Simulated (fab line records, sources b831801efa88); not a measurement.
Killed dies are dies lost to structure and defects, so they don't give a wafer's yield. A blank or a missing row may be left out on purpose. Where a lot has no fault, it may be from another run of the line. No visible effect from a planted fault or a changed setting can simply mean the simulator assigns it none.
2 desks looking at one fault / flow sky130 / only its own numbers are on each desk; what lay behind them is given at the end

## DESK OF THE TOOL OWNER: rie-diel-01
The tool's own readings at SKY_FIELD_ISO_ETCH_14 (etches BARC in N2/H2, stops on SiO2, time 45.9 s, target depth 60 nm): means of the sampled wafers that have a number, for each lot that ran on this tool. Any lot whose mean is over 4 standard deviations away from the usual mean is out of limits and marked OUT; that distance is given in the brackets.
Columns: A = drypump-motor-current-A at SKY_FIELD_ISO_ETCH_14, usual 5.8 A; B = oes-product-au at SKY_FIELD_ISO_ETCH_14, usual 0.855 a.u.; C = rf-fwd-power-W at SKY_FIELD_ISO_ETCH_14, usual 495.0 W; D = throttle-valve-pct at SKY_FIELD_ISO_ETCH_14, usual 13.225 %
lot=L534; first seen here=day 2 15:27; A=5.5; B=0.857; C=498.1; D=13.222
lot=L536; first seen here=day 3 02:53; A=5.7; B=0.856; C=495.0; D=13.227
lot=L542; first seen here=day 4 09:11; A=5.7; B=0.852; C=471.0 (-11) OUT; D=13.229
lot=L543; first seen here=day 4 13:56; A=5.7; B=0.857; C=468.7 (-12) OUT; D=13.226
This desk finds L542, L543 out of limits, L542 being first, at day 4 09:11 (rf-fwd-power-W at SKY_FIELD_ISO_ETCH_14). In limits: L534, L536.

## METROLOGY DESK
What the gauges read, lot by lot, whatever tool the lot ran on: means of the sampled wafers that have a number. Any lot whose mean is over 4 standard deviations away from the usual mean is out of limits and marked OUT; that distance is given in the brackets.
Columns: A = FIELD_ISO_CVD_03_THK at SKY_FIELD_ISO_THK_MEAS_04, usual 165.6 nm; B = LI_CONTACT_OVL at SKY_LI_CONTACT_OVL_MEAS_13, usual -1 nm
lot=L533; first seen here=day 1 18:32; A=168.2; B=-6
lot=L534; first seen here=day 2 00:35; A=164.7; B=7
lot=L536; first seen here=day 2 11:34; A=166.9; B=1
lot=L541; first seen here=day 3 11:45; A=166.1; B=-6
lot=L542; first seen here=day 3 16:06; A=166.0; B=-8
lot=L543; first seen here=day 3 21:11; A=163.3; B=0
lot=L546; first seen here=day 4 12:59; A=167.7; B=-4
lot=L547; first seen here=day 4 18:34; A=165.0; B=3
lot=L548; first seen here=day 4 23:31; A=166.0; B=1
lot=L550; first seen here=day 5 08:50; A=165.4; B=7
lot=L551; first seen here=day 5 13:45; A=164.3; B=-0
lot=L552; first seen here=day 5 18:01; A=165.5; B=-6
This desk's finding: nothing out of limits on any of the 12 lots.

## BROUGHT TOGETHER
At day 4 09:11, on L542, L543, the tool owner's desk was in a position to raise an alarm.
From the metrology desk's view, nothing was out of limits.
The metrology desk has L542, L543 on record, within its limits.
Every lot named ran SKY_FIELD_ISO_ETCH_14 on rie-diel-01.

## WHAT THE SIMULATOR HAD PUT IN
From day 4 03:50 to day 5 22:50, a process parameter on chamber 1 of rie-diel-01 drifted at SKY_FIELD_ISO_ETCH_14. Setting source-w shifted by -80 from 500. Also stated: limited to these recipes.
Shown lots that were struck: L542, L543.
Hours from the fault's start to each desk's first reading out of limits: the tool owner's desk, 5.
